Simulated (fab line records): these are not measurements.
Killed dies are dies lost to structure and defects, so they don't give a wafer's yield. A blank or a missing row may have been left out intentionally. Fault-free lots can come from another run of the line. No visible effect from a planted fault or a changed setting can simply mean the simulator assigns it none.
Split-lot experiment -- flow sky130 -- 5 lots, 23 wafers read, on a route of 708 steps

THE SPLIT ITSELF
At SKY_LI_CONTACT_SPUTTER_19 (material Ti, target thk 20 nm, time 106.37 s), the setting timeS was moved away from the recipe's 106.37 s on 10 of the 23 wafers read, by -11.9% to +11.1%. This setting was run at the recipe's value on the other wafers.

The reading comes from the split's own step.

THE READING
Ti_of_LI_CONTACT_SPUTTER_19.thkNm (the simulator's own value, which no gauge read), in nm, at SKY_LI_CONTACT_SPUTTER_19 (material Ti, target thk 20 nm, time 106.37 s). The file gives no usual value for it. Here, 13 wafers ran the recipe; their average is 20.17 nm with a standard deviation of 0.3 nm.

wafer,"tool, chamber at the split","timeS as run, s",against the recipe,"Ti_of_LI_CONTACT_SPUTTER_19.thkNm, nm",against lot-mates on the recipe
L077.1,"pvdSputter-04, -",93.73,-11.9%,17.58,-2.54
L077.2,"pvdSputter-04, -",106.37,recipe,20.03,-
L077.3,"pvdSputter-04, -",93.73,-11.9%,17.72,-2.40
L077.4,"pvdSputter-04, -",93.73,-11.9%,18.03,-2.09
L077.6,"pvdSputter-04, -",106.37,recipe,20.21,-
L074.1,"pvdSputter-03, -",106.37,recipe,19.9,-
L074.4,"pvdSputter-03, -",106.37,recipe,20.41,-
L074.5,"pvdSputter-03, -",106.37,recipe,19.89,-
L078.1,"pvdSputter-04, -",106.37,recipe,19.87,-
L078.2,"pvdSputter-04, -",106.37,recipe,20.12,-
L078.3,"pvdSputter-04, -",106.37,recipe,20.03,-
L078.4,"pvdSputter-04, -",112.1,+5.4%,21.36,+1.35
L078.5,"pvdSputter-04, -",112.1,+5.4%,20.88,+0.87
L082.1,"pvdSputter-03, -",106.37,recipe,20.73,-
L082.2,"pvdSputter-03, -",106.37,recipe,20.3,-
L082.3,"pvdSputter-03, -",111.3,+4.6%,21.14,+0.56
L082.4,"pvdSputter-03, -",111.3,+4.6%,21.04,+0.46
L082.5,"pvdSputter-03, -",106.37,recipe,20.7,-
L083.1,"pvdSputter-03, -",106.37,recipe,20.31,-
L083.2,"pvdSputter-03, -",106.37,recipe,19.7,-
L083.4,"pvdSputter-03, -",118.2,+11.1%,22.03,+2.03
L083.5,"pvdSputter-03, -",118.2,+11.1%,22.01,+2.01
L083.6,"pvdSputter-03, -",118.2,+11.1%,22.08,+2.07

THE FIT
A straight line over all 23 wafers: Ti_of_LI_CONTACT_SPUTTER_19.thkNm changes by +0.187 nm for each +1% of timeS; r = +0.98; the points scatter about the line by 0.28 nm.
The same after taking each lot's own level away (the mean of its wafers on the recipe; 23 wafers): +0.189 nm for each +1%; r = +0.98; scatter 0.22 nm.
On that fit, the largest move of timeS shifts the reading by 2.2 nm.
Measured against the standard deviation above, the lots' own levels, which go from 20.005 to 20.577 nm, span 1.9 times it.
The two slopes are in agreement: the lot-to-lot level therefore moves the slope only a little.
Check: for one of the wafers moved furthest among these (-11.9%), held out of the fit, the line's prediction against its lot-mates is -2.21 nm. It came out at -2.54 nm against them.

OTHER SPLITS ON THESE WAFERS
These wafers also went through other splits before the reading. Each is held against what the fit with the lots' levels taken away leaves over:
other split on the same wafers,wafers away from the commonest value,r with Ti_of_LI_CONTACT_SPUTTER_19.thkNm (lot level and that fit taken away)
SKY_SD_N_IMPLANT_09 energyKev,10,-0.11
SKY_SALICIDE_CLEAN_00 timeS,15,-0.08
SKY_LI_CONTACT_CMP_02 leaveAboveRefNm,7,-0.38
SKY_LI_CONTACT_EXPOSE_09 doseMj,6,+0.06

FILE'S OWN FIT
Ti_of_LI_CONTACT_SPUTTER_19.thkNm changes by +0.187 nm for each +1% of timeS, r = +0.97.
